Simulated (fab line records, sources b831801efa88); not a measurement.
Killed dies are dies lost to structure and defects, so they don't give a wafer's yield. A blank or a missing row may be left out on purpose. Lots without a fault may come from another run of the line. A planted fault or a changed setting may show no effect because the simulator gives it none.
fab line records | flow sky130
record lots=7 wafers=21 last_day=49
route steps=708 shown VIA2@525 METAL3@532 CAPM@537 PAD_OPEN@708
lots that met no fault: from a run of the same line without faults
start_h: hours from the record's first day to the start of the lot's first wafer shown | wait_h: hours since the lot's step before | " the same as in the row above | L1.1+2: a row that stands for several wafers | - no value, or no start given | * or withheld: withheld | < > ~ a bound
route shown NAME@n: a module of which the file shows steps, and the number in the route of the first | usual: mean/standard deviation of fault-free wafers | same: alike in all rows | chamber/n: place in a boat | sites: the reading at each site | _std_site: their standard deviation | _edge_site: outer sites' mean less inner sites' | radius_mm: how far each site lies from the wafer's centre | mask NAME#n: copy n | behind: the tool/chamber that last shaped the wafer | hold: why the lot was held/for how many hours/how that ended | device: the transistor (n, p or np) that didn't switch | end of line: the same wafers' tests at the end of the route | a step without rows: its recipe alone | killed: dies lost to structure and defects at the first sort, not the wafer's yield | map: a wafer's dies, x killed, . not, _ none there
set.NAME: the setting as run; set.NAME@STEP: as run at that earlier step | model.NAME: the simulator's own value behind a step, which no gauge read
lots at some steps of the route; a table a step, a row a wafer
services: from which hour (start_h, from the record's first day; less than 0 if before it) a tool's chamber was out of use, for how many hours, and why
## steps
# step SKY_VIA2_CLEAN_18
# recipe chemistry=IPA time_s=180 temp_c=25
# step SKY_VIA2_CLEAN_19
# recipe chemistry=O3/DIW dry=n2_spin
# step SKY_VIA2_SPUTTER_20
# recipe material=TiN target_thk_nm=20 chamber_pressure_pa=5 power_w=4000 time_s=80
# usual throttle_valve_pct=29.8/1.1
# columns lot.wafer tool chamber start_h wait_h throttle_valve_pct
L236.2 pvd_sputter-04 - 915.47 0.0 31.4
L236.3 " - " " 28.8
L236.4 " - " " 30.6
L238.1 pvd_sputter-03 - 917.33 0.0 30.9
L238.2 " - " " 30.6
L238.3 " - " " 31.0
L237.2 pvd_sputter-02 - 918.18 0.0 30.0
L237.3 " - " " 29.3
L237.4 " - " " 29.3
L239.4 pvd_sputter-04 - 920.45 0.0 30.6
L239.5 " - " " 28.9
L239.6 " - " " 31.4
L240.1 pvd_sputter-03 - 924.22 0.0 30.8
L240.2 " - " " 30.1
L240.5 " - " " 30.9
L246.1 pvd_sputter-02 - 960.28 0.0 29.5
L246.3 " - " " 29.6
L246.4 " - " " 30.1
L250.1 pvd_sputter-04 - 987.08 0.0 30.6
L250.4 " - " " 31.5
L250.6 " - " " 31.6
# step SKY_VIA2_CVD_21
# recipe material=W target_thk_nm=420 time_s=126.4 temp_c=400 pressure_torr=40
# step SKY_VIA2_RS_MEAS_22
# recipe thk_meas_gauge=four-point-probe reads=W_of_VIA2_CVD_21+TiN_of_VIA2_SPUTTER_20
# usual VIA2_W_RS=0.2729/0.0029
# columns lot.wafer tool chamber start_h wait_h VIA2_W_RS[ohm/sq]
L236.2 film_metro-02 - 915.68 0.1 0.2739
L236.3 " - " " 0.2715
L236.4 " - " " 0.2719
L238.1 film_metro-03 - 917.52 0.1 0.2712
L238.2 " - " " 0.2730
L238.3 " - " " 0.2686
L237.2 film_metro-01 - 918.39 0.1 0.2738
L237.3 " - " " 0.2726
L237.4 " - " " 0.2672
L239.4 film_metro-01 - 920.70 0.1 0.2731
L239.5 " - " " 0.2712
L239.6 " - " " 0.2670
L240.1 film_metro-03 - 924.42 0.1 0.2720
L240.2 " - " " 0.2777
L240.5 " - " " 0.2757
L246.1 film_metro-02 - 960.47 0.1 0.2774
L246.3 " - " " 0.2762
L246.4 " - " " 0.2745
L250.1 film_metro-02 - 987.32 0.1 0.2751
L250.4 " - " " 0.2750
L250.6 " - " " 0.2763
# step SKY_VIA2_THK_MEAS_23
# recipe thk_meas_gauge=xrf reads=W_of_VIA2_CVD_21
# usual VIA2_W_THK=420/5.3
# columns lot.wafer tool chamber start_h wait_h VIA2_W_THK[nm]
L236.2 film_metro-02 - 915.79 0.1 422
L236.3 " - " " 427
L236.4 " - " " 427
L238.1 film_metro-03 - 917.64 0.1 422
L238.2 " - " " 422
L238.3 " - " " 428
L237.2 film_metro-01 - 918.50 0.1 418
L237.3 " - " " 420
L237.4 " - " " 427
L239.4 film_metro-01 - 920.79 0.1 422
L239.5 " - " " 425
L239.6 " - " " 432
L240.1 film_metro-03 - 924.54 0.1 421
L240.2 " - " " 411
L240.5 " - " " 415
L246.1 film_metro-02 - 960.59 0.1 416
L246.3 " - " " 423
L246.4 " - " " 420
L250.1 film_metro-02 - 987.44 0.1 418
L250.4 " - " " 421
L250.6 " - " " 417
# step SKY_VIA2_CMP_24
# recipe stop_on=SiO2 t_overpolish_s=20 down_force_psi=3.5 platen_rpm=60 target_thk_nm=0 pad_velocity_m_s=0.94248
# step SKY_METAL3_SPUTTER_00
# recipe material=Ti target_thk_nm=15 power_w=3000 time_s=10 chamber_pressure_pa=0.4
# usual throttle_valve_pct=29.9/1
# columns lot.wafer tool chamber start_h wait_h throttle_valve_pct
L236.2 pvd_sputter-03 - 916.19 0.2 27.7
L236.3 " - " " 30.8
L236.4 " - " " 30.3
L238.1 pvd_sputter-03 - 918.00 0.1 30.3
L238.2 " - " " 30.9
L238.3 " - " " 30.7
L237.2 pvd_sputter-02 - 918.85 0.1 29.1
L237.3 " - " " 29.7
L237.4 " - " " 29.2
L239.4 pvd_sputter-01 - 921.12 0.1 29.7
L239.5 " - " " 29.0
L239.6 " - " " 30.8
L240.1 pvd_sputter-02 - 924.90 0.2 29.9
L240.2 " - " " 29.4
L240.5 " - " " 29.3
L246.1 pvd_sputter-03 - 960.95 0.1 30.1
L246.3 " - " " 31.4
L246.4 " - " " 30.6
L250.1 pvd_sputter-03 - 987.80 0.1 30.8
L250.4 " - " " 30.1
L250.6 " - " " 27.7
# step SKY_METAL3_SPUTTER_01
# recipe material=TiN target_thk_nm=20 power_w=6500 time_s=16.7 chamber_pressure_pa=0.4
# usual throttle_valve_pct=29.9/1
# columns lot.wafer tool chamber start_h wait_h throttle_valve_pct
L236.2 pvd_sputter-03 - 916.21 0.0 27.6
L236.3 " - " " 30.8
L236.4 " - " " 30.2
L238.1 pvd_sputter-03 - 918.03 0.0 30.2
L238.2 " - " " 31.6
L238.3 " - " " 30.8
L237.2 pvd_sputter-02 - 918.88 0.0 29.2
L237.3 " - " " 29.7
L237.4 " - " " 29.1
L239.4 pvd_sputter-01 - 921.14 0.0 29.6
L239.5 " - " " 29.1
L239.6 " - " " 30.7
L240.1 pvd_sputter-02 - 924.92 0.0 30.1
L240.2 " - " " 29.1
L240.5 " - " " 29.0
L246.1 pvd_sputter-03 - 960.97 0.0 30.4
L246.3 " - " " 31.2
L246.4 " - " " 30.8
L250.1 pvd_sputter-03 - 987.82 0.0 30.7
L250.4 " - " " 30.3
L250.6 " - " " 27.8
# step SKY_METAL3_SPUTTER_02
# recipe material=AlCu target_thk_nm=735 power_w=10600 time_s=39.1 chamber_pressure_pa=0.4
# step SKY_METAL3_SPUTTER_03
# recipe material=Ti target_thk_nm=5 power_w=3000 time_s=3.3 chamber_pressure_pa=0.41
# usual throttle_valve_pct=29.9/1
# columns lot.wafer tool chamber start_h wait_h throttle_valve_pct
L236.2 pvd_sputter-03 - 916.28 0.0 27.6
L236.3 " - " " 30.9
L236.4 " - " " 30.3
L238.1 pvd_sputter-03 - 918.09 0.0 30.4
L238.2 " - " " 31.4
L238.3 " - " " 30.6
L237.2 pvd_sputter-02 - 918.94 0.0 29.5
L237.3 " - " " 29.9
L237.4 " - " " 29.7
L239.4 pvd_sputter-01 - 921.21 0.0 29.5
L239.5 " - " " 28.9
L239.6 " - " " 31.0
L240.1 pvd_sputter-02 - 924.98 0.0 29.9
L240.2 " - " " 29.2
L240.5 " - " " 29.2
L246.1 pvd_sputter-03 - 961.03 0.0 30.4
L246.3 " - " " 31.4
L246.4 " - " " 30.7
L250.1 pvd_sputter-03 - 987.89 0.0 31.0
L250.4 " - " " 30.1
L250.6 " - " " 27.6
# step SKY_METAL3_SPUTTER_04
# recipe material=TiN target_thk_nm=70 power_w=6500 time_s=58.3 chamber_pressure_pa=0.4
# step SKY_CAPM_CVD_00
# recipe material=SiO2 target_thk_nm=15.5 temp_c=400 time_s=withheld rf_w=450
# usual heater_power_outer_w=430/56 heater_power_w=711/73
# columns lot.wafer tool chamber start_h wait_h heater_power_outer_w heater_power_w
L236.2 pecvd-02 0 916.34 0.0 338 610
L236.3 " 1 " " 376 598
L236.4 " 1 " " 365 598
L238.1 pecvd-04 0 918.16 0.0 528 873
L238.2 " 2 " " 407 676
L238.3 " 1 " " 382 679
L237.2 pecvd-03 1 919.01 0.0 437 729
L237.3 " 0 " " 448 680
L237.4 " 0 " " 453 679
L239.4 pecvd-02 2 921.29 0.0 548 766
L239.5 " 1 " " 394 627
L239.6 " 2 " " 536 748
L240.1 pecvd-03 0 925.05 0.0 379 625
L240.2 " 2 " " 422 741
L240.5 " 1 " " 353 600
L240.1 pecvd-03 0 925 - 386 623
L240.2 " 2 " " 429 715
L240.5 " 1 " " 356 598
L246.1 pecvd-04 2 961.10 0.0 446 732
L246.3 " 0 " " 508 842
L246.4 " 1 " " 375 662
L246.1 pecvd-04 2 961 - 457 734
L246.3 " 0 " " 527 833
L246.4 " 1 " " 375 663
L250.1 pecvd-02 0 987.95 0.0 443 752
L250.4 " 0 " " 433 721
L250.6 " 2 " " 454 666
L250.1 pecvd-02 0 988 - 427 744
L250.4 " 0 " " 443 763
L250.6 " 2 " " 455 660
# step SKY_CAPM_THK_MEAS_01
# recipe reads=SiO2_of_CAPM_CVD_00
# usual CAPM_CVD_00_THK=15.57/0.22
# columns lot.wafer tool chamber start_h wait_h CAPM_CVD_00_THK[nm]
L236.2 film_metro-04 - 916.38 - 15.63
L236.3 " - " " 15.54
L236.4 " - " " 15.82
L238.1 film_metro-03 - 918.18 - 15.55
L238.2 " - " " 15.38
L238.3 " - " " 14.99
L237.2 film_metro-02 - 919.04 - 15.11
L237.3 " - " " 15.36
L237.4 " - " " 15.57
L239.4 film_metro-04 - 921.34 - 15.99
L239.5 " - " " 15.96
L239.6 " - " " 15.97
L240.1 film_metro-03 - 925.26 - 30.45
L240.2 " - " " 30.63
L240.5 " - " " 30.71
L246.1 film_metro-03 - 961.46 - 31.13
L246.3 " - " " 31.19
L246.4 " - " " 31.09
L250.1 film_metro-03 - 988.22 - 30.53
L250.4 " - " " 31.44
L250.6 " - " " 31.50
# step SKY_CAPM_SPUTTER_02
# recipe material=TiN target_thk_nm=200 temp_c=300 power_w=6500 time_s=166.7 chamber_pressure_pa=0.4
# usual throttle_valve_pct=29.9/0.87
# columns lot.wafer tool chamber start_h wait_h throttle_valve_pct
L236.2 pvd_sputter-04 - 916.43 0.0 31.3
L236.3 " - " " 30.4
L236.4 " - " " 28.8
L238.1 pvd_sputter-01 - 918.24 0.1 29.8
L238.2 " - " " 30.9
L238.3 " - " " 30.4
L237.2 pvd_sputter-04 - 919.09 0.0 28.8
L237.3 " - " " 31.4
L237.4 " - " " 29.8
L239.4 pvd_sputter-02 - 921.37 0.0 29.4
L239.5 " - " " 29.9
L239.6 " - " " 29.5
L240.1 pvd_sputter-04 - 925.32 0.1 30.4
L240.2 " - " " 31.6
L240.5 " - " " 29.2
L246.1 pvd_sputter-04 - 961.52 0.1 29.6
L246.3 " - " " 28.7
L246.4 " - " " 30.2
L250.1 pvd_sputter-02 - 988.28 0.1 30.0
L250.4 " - " " 29.2
L250.6 " - " " 29.2
# step SKY_PAD_OPEN_PROBE_99
# usual defect_limited_yield=82.4/2 killed_at_M0_to_M3=44/7.1 killed_at_M4_up=3/1.6 killed_at_contacts=24/5.4 killed_at_front_end=15/4.7 killed_at_other=0.3/0.51 killed_dies=87/9.9 killed_open=48/7.6 killed_short=39/6.3
# same gross_dies=492 killed_at_back_side=0
# columns lot.wafer tool chamber start_h wait_h defect_limited_yield[%] killed_at_M0_to_M3 killed_at_M4_up killed_at_contacts killed_at_front_end killed_at_other killed_dies killed_open killed_short model.etest.tester.sort_n_pass model.etest.tester.sort_bin_3_pct model.etest.tester.sort_yield_pct model.etest.diode_pdiff_nwell.over_limit model.etest.field_n.short model.etest.met5_comb.over_limit model.etest.pfet_01v8.short model.etest.tip_n.short
L238.1 prober-02 - 1129.53 0.1 83.5 39 3 27 12 0 81 39 42 411 0.813 83.54 0 0 0 0 0
L238.2 prober-02 - 1129.58 0.1 82.9 41 2 28 11 2 84 45 39 408 0.6098 82.93 0 0 0 0 0
L238.3 prober-02 - 1129.63 0.2 81.1 43 3 27 20 0 93 45 48 399 0.2033 81.1 0 0 0 0 0
L236.2 prober-01 - 1130.64 0.1 79.9 52 4 26 16 1 99 58 41 393 0.813 79.88 0 0 0 0 0
L236.3 prober-01 - 1130.69 0.2 82.1 48 3 29 8 0 88 44 44 404 0.4065 82.11 0 0 0 0 0
L236.4 prober-01 - 1130.74 0.2 84.6 38 3 21 14 0 76 45 31 416 1.016 84.55 0 0 0 0 0
L237.2 prober-02 - 1132.25 0.1 84.8 36 3 23 13 0 75 37 38 417 0.813 84.76 0 0 0 0 0
L237.3 prober-02 - 1132.30 0.2 81.5 36 1 25 28 1 91 54 37 401 1.016 81.5 0 0 0 0 0
L237.4 prober-02 - 1132.35 0.2 82.7 33 7 28 17 0 85 51 34 407 0.813 82.72 0 0 0 0 0
L239.4 prober-01 - 1134.35 0.2 81.3 41 3 36 11 1 92 57 35 400 1.22 81.3 0 0 0 0 0
L239.5 prober-01 - 1134.40 0.2 79.3 53 6 32 11 0 102 46 56 390 1.626 79.27 0 0 0 0 0
L239.6 prober-01 - 1134.45 0.2 83.7 39 3 29 9 0 80 55 25 412 0.6098 83.74 0 0 0 0 0
L240.1 prober-02 - 1136.24 0.1 83.5 33 2 26 20 0 81 50 31 0 83.94 0 1 1 1 1 1
L240.2 prober-02 - 1136.29 0.1 82.9 42 6 22 14 0 84 42 42 0 83.33 0 1 1 1 1 1
L240.5 prober-02 - 1136.44 0.2 85.2 42 4 18 8 1 73 41 32 0 85.57 0 1 1 1 1 1
L246.1 prober-01 - 1162.33 0.1 79.3 56 0 27 19 0 102 54 48 0 80.28 0 1 1 1 1 1
L246.3 prober-01 - 1162.43 0.2 83.7 46 3 18 13 0 80 51 29 0 84.76 0 1 1 1 1 1
L246.4 prober-01 - 1162.48 0.2 82.9 48 5 23 8 0 84 53 31 0 83.54 0 1 1 1 1 1
L250.1 prober-01 - 1180.69 0.1 82.3 36 5 25 20 1 87 50 37 0 82.93 0 1 1 1 1 1
L250.4 prober-01 - 1180.84 0.2 81.1 39 3 28 23 0 93 50 43 0 82.32 0 1 1 1 1 1
L250.6 prober-01 - 1180.94 0.2 80.9 40 4 32 18 0 94 52 42 0 81.5 0 1 1 1 1 1
# killed by level:class
L238.1 CONTACT:geometric_particle:open=11 VIA2:geometric_particle:open=10 CONTACT:geometric_particle:short=8 METAL2:geometric_particle:short=5 VIA1:geometric_particle:open=4 METAL1:geometric_particle:short=4 VIA1:geometric_particle:short=4 VIA2:geometric_particle:short=4
L238.2 VIA1:geometric_particle:open=9 LI_CONTACT:geometric_particle:open=8 CONTACT:geometric_particle:short=7 FIELD_ISO:geometric_particle:open=6 METAL1:geometric_particle:short=6 LOCAL_INTERCONNECT:geometric_particle:short=5 VIA2:geometric_particle:open=5 LI_CONTACT:geometric_particle:short=4
L238.3 LI_CONTACT:geometric_particle:open=9 METAL2:geometric_particle:short=8 CONTACT:geometric_particle:open=8 VIA1:geometric_particle:open=8 VIA3:geometric_particle:open=7 POLY_GATE:geometric_particle:short=6 POLY_GATE:geometric_particle:open=5 CONTACT:geometric_particle:short=5
L236.2 VIA1:geometric_particle:open=15 CONTACT:geometric_particle:open=9 VIA3:geometric_particle:open=8 POLY_GATE:geometric_particle:open=7 LI_CONTACT:geometric_particle:open=7 METAL1:geometric_particle:short=7 METAL2:geometric_particle:short=6 LOCAL_INTERCONNECT:geometric_particle:short=5
L236.3 METAL1:geometric_particle:short=11 VIA1:geometric_particle:open=9 LI_CONTACT:geometric_particle:open=8 CONTACT:geometric_particle:open=8 METAL2:geometric_particle:short=8 VIA1:geometric_particle:short=6 CONTACT:geometric_particle:short=5 VIA3:geometric_particle:open=5
L236.4 CONTACT:geometric_particle:open=11 VIA1:geometric_particle:open=11 METAL2:geometric_particle:short=5 VIA2:geometric_particle:short=5 VIA2:geometric_particle:open=5 FIELD_ISO:geometric_particle:open=4 LI_CONTACT:geometric_particle:open=4 METAL1:geometric_particle:short=4
L237.2 VIA1:geometric_particle:open=12 LI_CONTACT:geometric_particle:open=11 METAL1:geometric_particle:short=8 POLY_GATE:geometric_particle:short=5 CONTACT:geometric_particle:short=5 VIA2:geometric_particle:open=5 VIA3:geometric_particle:short=4 LOCAL_INTERCONNECT:geometric_particle:short=4
L237.3 CONTACT:geometric_particle:open=12 VIA1:geometric_particle:open=10 VIA3:geometric_particle:open=8 POLY_GATE:geometric_particle:open=6 SPACER:geometric_particle:short=6 FIELD_ISO:geometric_particle:short=5 LI_CONTACT:geometric_particle:open=5 POLY_GATE:geometric_particle:short=4
L237.4 VIA1:geometric_particle:open=11 CONTACT:geometric_particle:open=8 VIA2:geometric_particle:open=8 LOCAL_INTERCONNECT:geometric_particle:short=6 POLY_GATE:geometric_particle:short=5 LI_CONTACT:geometric_particle:open=4 CONTACT:geometric_particle:short=4 VIA3:geometric_particle:open=4
L239.4 CONTACT:geometric_particle:open=15 VIA1:geometric_particle:open=11 LI_CONTACT:geometric_particle:open=9 VIA1:geometric_particle:short=8 VIA2:geometric_particle:open=6 METAL1:geometric_particle:short=5 LOCAL_INTERCONNECT:geometric_particle:short=4 CONTACT:geometric_particle:short=4
L239.5 VIA1:geometric_particle:open=15 CONTACT:geometric_particle:short=10 VIA1:geometric_particle:short=9 VIA2:geometric_particle:open=9 LI_CONTACT:geometric_particle:open=8 FIELD_ISO:geometric_particle:short=6 LOCAL_INTERCONNECT:geometric_particle:short=6 CONTACT:geometric_particle:open=6
L239.6 CONTACT:geometric_particle:open=11 VIA2:geometric_particle:open=10 METAL1:geometric_particle:short=7 LOCAL_INTERCONNECT:geometric_particle:open=6 LI_CONTACT:geometric_particle:open=5 VIA1:geometric_particle:open=5 VIA3:geometric_particle:open=5 CONTACT:geometric_particle:short=4
L240.1 VIA1:geometric_particle:open=9 FIELD_ISO:geometric_particle:open=8 VIA2:geometric_particle:open=8 CONTACT:geometric_particle:open=8 LI_CONTACT:geometric_particle:open=7 CONTACT:geometric_particle:short=5 POLY_GATE:geometric_particle:short=4 LOCAL_INTERCONNECT:geometric_particle:short=4
L240.2 VIA1:geometric_particle:open=11 CONTACT:geometric_particle:open=8 METAL2:geometric_particle:short=8 CONTACT:geometric_particle:short=6 LI_CONTACT:geometric_particle:open=6 FIELD_ISO:geometric_particle:short=5 METAL4:geometric_particle:short=5 VIA1:geometric_particle:short=5
L240.5 VIA1:geometric_particle:open=14 METAL1:geometric_particle:short=11 CONTACT:geometric_particle:open=6 VIA3:geometric_particle:open=4 VIA2:geometric_particle:open=4 VIA3:geometric_particle:short=4 FIELD_ISO:geometric_particle:open=3 LI_CONTACT:geometric_particle:open=3
L246.1 CONTACT:geometric_particle:open=13 VIA3:geometric_particle:open=12 VIA1:geometric_particle:open=10 METAL2:geometric_particle:short=7 METAL1:geometric_particle:short=6 VIA3:geometric_particle:short=5 METAL3:geometric_particle:short=5 FIELD_ISO:geometric_particle:open=4
L246.3 VIA1:geometric_particle:open=13 CONTACT:geometric_particle:open=7 VIA3:geometric_particle:open=7 VIA2:geometric_particle:open=7 FIELD_ISO:geometric_particle:open=4 FIELD_ISO:geometric_particle:short=4 METAL2:geometric_particle:short=4 VIA2:geometric_particle:short=4
L246.4 VIA1:geometric_particle:open=13 LI_CONTACT:geometric_particle:open=9 CONTACT:geometric_particle:open=7 VIA2:geometric_particle:open=6 POLY_GATE:geometric_particle:open=4 VIA3:geometric_particle:open=4 VIA1:geometric_particle:short=4 METAL2:geometric_particle:short=4
L250.1 LI_CONTACT:geometric_particle:open=8 VIA1:geometric_particle:open=8 FIELD_ISO:geometric_particle:open=7 LOCAL_INTERCONNECT:geometric_particle:short=7 CONTACT:geometric_particle:open=6 POLY_GATE:geometric_particle:short=5 VIA3:geometric_particle:open=5 METAL2:geometric_particle:short=4
L250.4 VIA1:geometric_particle:open=12 LI_CONTACT:geometric_particle:open=9 CONTACT:geometric_particle:open=8 FIELD_ISO:geometric_particle:open=6 POLY_GATE:geometric_particle:short=5 CONTACT:geometric_particle:short=5 VIA1:geometric_particle:short=5 METAL2:geometric_particle:short=4
L250.6 LI_CONTACT:geometric_particle:open=11 VIA1:geometric_particle:open=11 METAL1:geometric_particle:short=7 VIA2:geometric_particle:open=7 POLY_GATE:geometric_particle:open=6 CONTACT:geometric_particle:short=6 CONTACT:geometric_particle:open=6 LOCAL_INTERCONNECT:geometric_particle:short=5
## services
# columns tool chamber start_h hours kind
pecvd-04 2 905.56 2.1 scheduled_down
pvd_sputter-01 - 908.66 1.5 repair
pecvd-02 0 920.87 5.5 scheduled_down
pecvd-02 0 926.33 5.0 scheduled_down
pecvd-02 2 932.09 3.2 repair
pecvd-03 0 936.64 2.2 repair
pecvd-03 1 937.11 2.1 scheduled_down
pvd_sputter-04 - 941.97 3.6 repair
pvd_sputter-02 - 942.76 0.7 repair
pvd_sputter-03 2 949.25 - consumable_replace:kit
pvd_sputter-03 2 949.25 18.0 scheduled_down
pvd_sputter-03 2 949.25 18.0 vent_cycle
pecvd-03 - 950.89 5.5 pm
pecvd-02 2 952.20 25.4 repair
pvd_sputter-04 - 958.96 1.2 repair
pecvd-03 0 963.94 16.5 repair
pvd_sputter-01 0 967.60 - consumable_replace:kit
pvd_sputter-01 0 967.60 18.0 scheduled_down
pvd_sputter-01 0 967.60 18.0 vent_cycle
## key
first_sign step=SKY_CAPM_CVD_00 reading=visit direction=added
effect step=SKY_CAPM_THK_MEAS_01 reading=CAPM_CVD_00_THK direction=up sigmas=69 usual=15.57 struck=30.96
model_effect step=SKY_PAD_OPEN_PROBE_99 value=etest.tester.sort_n_pass without=405.6 struck=0
met_at SKY_CAPM_CVD_00
struck_wafers L240.1,L240.2,L240.5,L246.1,L246.3,L246.4,L250.1,L250.4,L250.6
fault kind=repeated_step_whole tool=pecvd-02,pecvd-03,pecvd-04 chamber=- onset_h=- steps=SKY_CAPM_CVD_00 times=1 scope=struck_lots_only
